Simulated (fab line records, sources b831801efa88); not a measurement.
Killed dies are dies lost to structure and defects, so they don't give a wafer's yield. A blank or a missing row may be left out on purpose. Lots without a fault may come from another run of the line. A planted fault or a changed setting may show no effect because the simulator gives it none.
Which tool did it? | flow gf180mcu | 12 lots, 36 wafers sampled, at 1 step of a route of 602

WHAT THE GAUGES READ, wafer by wafer
GF_V1_OVL_MEAS_15. Usual: V1_OVL 1 nm, standard deviation 6.3.
lot  | measured     | on         | V1_OVL (nm) | flag
L894 | day 18 03:06 | overlay-02 | 7 18 16     |
L895 | day 18 06:25 | overlay-01 | 1 -1 -2     |
L896 | day 18 17:10 | overlay-02 | -4 -2 0     |
L902 | day 20 22:20 | overlay-02 | 3 -4 -7     |
L903 | day 21 11:48 | overlay-01 | -8 -6 -9    |
L904 | day 22 05:45 | overlay-02 | -4 1 -1     |
L905 | day 22 16:21 | overlay-01 | 5 8 4       |
L906 | day 22 21:45 | overlay-01 | 0 6 5       |
L907 | day 23 03:07 | overlay-02 | 4 5 7       |
L914 | day 25 03:42 | overlay-02 | 11 12 3     |
L916 | day 25 22:13 | overlay-02 | -3 1 -3     |
L915 | day 25 22:34 | overlay-02 | 2 5 9       |

WHICH TOOL RAN EACH LOT (tool, then ch and the chambers of the sampled wafers, then the start)
The record holds no process step before these readings.

WHAT THE TOOLS THEMSELVES READ (means of the sampled wafers that have a number; where no wafer has one, the mark that the record gives instead)
The record holds no such reading with a usual standard deviation.

THE ANSWER, worked out from the rows above alone
Rule: a lot is off if the mean of its wafers that have a number lies more than 3 standard deviations from the usual mean. A lot without any number at a reading at which 4 lots or more have one is off too. The other lots that the step has rows for count as sound. The gauges are gone through in route order, then the tools' own readings, and for those a lot's mean is taken as printed above. The first step at which some lot is off is used, and at that step the reading that is off furthest; a lot without a number counts as furthest.
No lot is off at any reading shown: from this, nothing can be told.

WHAT THE SIMULATOR HAD PUT IN
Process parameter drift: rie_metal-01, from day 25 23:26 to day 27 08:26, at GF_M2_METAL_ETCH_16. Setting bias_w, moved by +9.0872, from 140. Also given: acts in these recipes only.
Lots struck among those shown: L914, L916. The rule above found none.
